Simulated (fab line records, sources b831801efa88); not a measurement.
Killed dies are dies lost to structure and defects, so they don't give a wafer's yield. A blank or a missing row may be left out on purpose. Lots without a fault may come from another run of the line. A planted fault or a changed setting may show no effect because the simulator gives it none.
Chamber matching | flow sky130 | SKY_LI_CONTACT_ETCH_15 on rie_diel-04: 4 sister chambers
The step etches PSG in C4F8/O2/Ar, stops on Si, target depth 600 nm. 14 wafers are shown with their chamber, then 7 later ones without.

WAFERS WITH THEIR CHAMBER
wafer  | chamber | chamber_pressure_mTorr (mTorr) | rf_fwd_power_W (W) | oes_product_au (a.u.)
L672.3 | 0       | 40.05                          | 1494               | 0.832
L672.4 | 3       | 39.99                          | 1501               | 0.835
L672.5 | 1       | 40.01                          | 1497               | 0.848
L677.1 | 3       | 39.98                          | 1489               | 0.843
L677.3 | 1       | 39.97                          | 1497               | 0.843
L677.5 | 0       | 40.02                          | 1492               | 0.836
L678.2 | 0       | 40.03                          | 1489               | 0.837
L678.3 | 1       | 39.99                          | 1492               | 0.834
L678.6 | 2       | 40.00                          | 1492               | 0.833
L679.1 | 0       | 39.97                          | 1484               | 0.845
L679.2 | 2       | 39.94                          | 1498               | 0.835
L679.4 | 2       | 39.96                          | 1496               | 0.838
L690.1 | 1       | 39.96                          | 1504               | 0.837
L690.5 | 0       | 39.98                          | 1490               | 0.829

SIGNATURES (means of the wafers above)
reading                | chamber 0 | chamber 1 | chamber 2 | chamber 3 | scatter within a chamber
chamber_pressure_mTorr | 40.0100   | 39.9825   | 39.9667   | 39.9850   | 0.0283
rf_fwd_power_W         | 1489.80   | 1497.50   | 1495.33   | 1495.00   | 4.7
oes_product_au         | 0.83580   | 0.84050   | 0.83533   | 0.83900   | 0.00555
Rule: a wafer's distance from a chamber is the root of the sum, over the readings, of the square of ((its reading less the chamber's mean) divided by the reading's scatter). The wafer belongs to the nearest chamber; if the next one is less than 2 further off, it can't be placed. The scatter: the root of (the sum of the squares of (reading less its chamber's mean) over the shown wafers, divided by (wafers less chambers)).

WAFERS WITHOUT THEIR CHAMBER
wafer  | chamber_pressure_mTorr (mTorr) | rf_fwd_power_W (W) | oes_product_au (a.u.)
L690.6 | 39.91                          | 1502               | 0.837
L689.1 | 39.96                          | 1496               | 0.839
L689.2 | 39.97                          | 1495               | 0.832
L689.3 | 39.98                          | 1494               | 0.831
L694.2 | 39.99                          | 1489               | 0.836
L694.3 | 40.07                          | 1501               | 0.836
L694.5 | 40.02                          | 1490               | 0.835

WHICH CHAMBER EACH WENT THROUGH
wafer  | from the rows above               | in truth
L690.6 | can't be placed: 2 or 1 or 3 or 0 | 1
L689.1 | can't be placed: 2 or 1 or 3 or 0 | 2
L689.2 | can't be placed: 2 or 3 or 1 or 0 | 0
L689.3 | can't be placed: 2 or 3 or 0 or 1 | 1
L694.2 | can't be placed: 0 or 3 or 2 or 1 | 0
L694.3 | can't be placed: 0 or 1 or 3 or 2 | 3
L694.5 | can't be placed: 0 or 3 or 2 or 1 | 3
Placed correctly: 0 of 7. Can't be placed from these rows: 7 (the true chamber is among the candidates in 7). Placed wrongly: 0.
